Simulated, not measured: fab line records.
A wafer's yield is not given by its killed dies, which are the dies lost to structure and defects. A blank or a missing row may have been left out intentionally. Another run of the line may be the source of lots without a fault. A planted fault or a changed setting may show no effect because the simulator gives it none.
One fault seen from 2 desks ; flow gf180mcu ; each desk holds nothing but its own numbers, with what lay behind them at the end

METROLOGY DESK
Lot by lot, what the gauges showed, no matter which tool ran the lot: averages of those sampled wafers that carry a number. If a lot's mean is further than 4 standard deviations from the usual mean, the lot is out of limits and carries the mark OUT (the distance appears in the brackets).
Columns: A = LVPWELL_TW at GF_LVPWELL_TW_MEAS_11, usual 560
lot;first seen here;A
L340;day 3 22:07;560
L349;day 6 07:07;560
L350;day 6 09:47;562
L351;day 6 12:34;559
L353;day 6 23:19;555
L354;day 7 06:38;560
L356;day 7 16:12;561
L357;day 7 21:49;556
L359;day 8 09:29;555
L361;day 8 18:53;561
L362;day 9 03:02;558
L363;day 9 05:58;558
Result from this desk: across the 12 lots, nothing is out of limits.

FOR THE TOOL OWNER'S DESK: litho-track-04
The tool's own readings at GF_VT_IMPLANT_COAT_24 (resist thk 1000 nm): means of the sampled wafers that have a number, for each lot that ran on this tool. If a lot's mean is further than 4 standard deviations from the usual mean, the lot is out of limits and carries the mark OUT (the distance appears in the brackets).
Columns: A = spin-speed-rpm at GF_VT_IMPLANT_COAT_24, usual 2999.5 rpm
lot;first seen here;A
L340;day 6 16:40;2997.1
L349;day 9 09:05;2846.6 (-80) OUT
L350;day 9 12:14;2845.8 (-81) OUT
L351;day 9 15:01;2845.7 (-81) OUT
This desk's verdict: out of limits on L349, L350, L351, starting with L349 at day 9 09:05 (spin-speed-rpm at GF_VT_IMPLANT_COAT_24). Within limits: L340.

PUT TOGETHER
At day 9 09:05, on L349, L350, L351, the tool owner's desk was in a position to raise an alarm.
Metrology desk: nothing out of limits seen.
The metrology desk has L349, L350, L351 on record, within its limits.
Of the lots named, all ran GF_VT_IMPLANT_COAT_24 on litho-track-04.

WHAT HAD BEEN PUT IN BY THE SIMULATOR
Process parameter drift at GF_VT_IMPLANT_COAT_24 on litho-track-04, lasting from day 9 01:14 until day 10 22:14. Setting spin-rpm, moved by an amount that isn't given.
Lots struck among those shown: L349, L350, L351.
Time in hours from fault onset to the first out-of-limits reading at each desk: the tool owner's desk, 8.
